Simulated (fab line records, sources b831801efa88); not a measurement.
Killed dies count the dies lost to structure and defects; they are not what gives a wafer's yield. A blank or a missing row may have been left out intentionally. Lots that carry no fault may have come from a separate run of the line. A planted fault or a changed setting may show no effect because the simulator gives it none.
One fault seen from 2 desks    flow gf180mcu    only its own numbers are on each desk; what lay behind them is given at the end

== FROM THE METROLOGY DESK ==
What the gauges read for every lot (on any tool): the sampled wafers with a number, averaged. If a lot's mean is further than 4 standard deviations from the usual mean, the lot is out of limits and carries the mark OUT (the distance appears in the brackets).
Columns: A = MIM_ALCU_THK at GF_MIM_THK_MEAS_11, usual 196.5 nm
lot   first seen here  A
L442  day 24 12:20     195.4
L444  day 25 07:07     200.6
L445  day 25 18:39     195.3
L446  day 26 02:09     195.5
L450  day 27 04:33     200.4
L457  day 29 07:32     194.0
L459  day 29 20:14     197.2
L460  day 30 07:20     197.1
L461  day 30 14:00     197.2
L462  day 30 20:57     197.5
L463  day 30 21:05     197.7
L464  day 31 02:25     196.1
This desk's finding: nothing out of limits on any of the 12 lots.

== TOOL OWNER'S DESK, pvd sputter-03 ==
The tool's own readings at GF_M4_SPUTTER_02 (material AlCu, target thk 450 nm, time 23.9 s): means of the sampled wafers that have a number, for each lot that ran on this tool. If a lot's mean is further than 4 standard deviations from the usual mean, the lot is out of limits and carries the mark OUT (the distance appears in the brackets).
Columns: A = chamber pressure pa at GF_M4_SPUTTER_02, usual 0.4000 Pa; B = throttle valve pct at GF_M4_SPUTTER_02, usual 29.5 %
lot   first seen here  A       B
L444  day 23 07:55     0.4001  28.5
L445  day 23 19:07     0.3996  29.7
L450  day 25 06:59     0.4001  30.3
L460  day 28 13:20     0.4004  29.0
L461  day 28 20:58     0.4002  29.0
L464  day 29 09:26     0.3999  28.5
This desk's finding: nothing out of limits on any of the 6 lots.

== BROUGHT TOGETHER ==
From the metrology desk's view, nothing was out of limits.
The desk of the tool owner found nothing out of limits.

== WHAT THE SIMULATOR HAD INSERTED ==
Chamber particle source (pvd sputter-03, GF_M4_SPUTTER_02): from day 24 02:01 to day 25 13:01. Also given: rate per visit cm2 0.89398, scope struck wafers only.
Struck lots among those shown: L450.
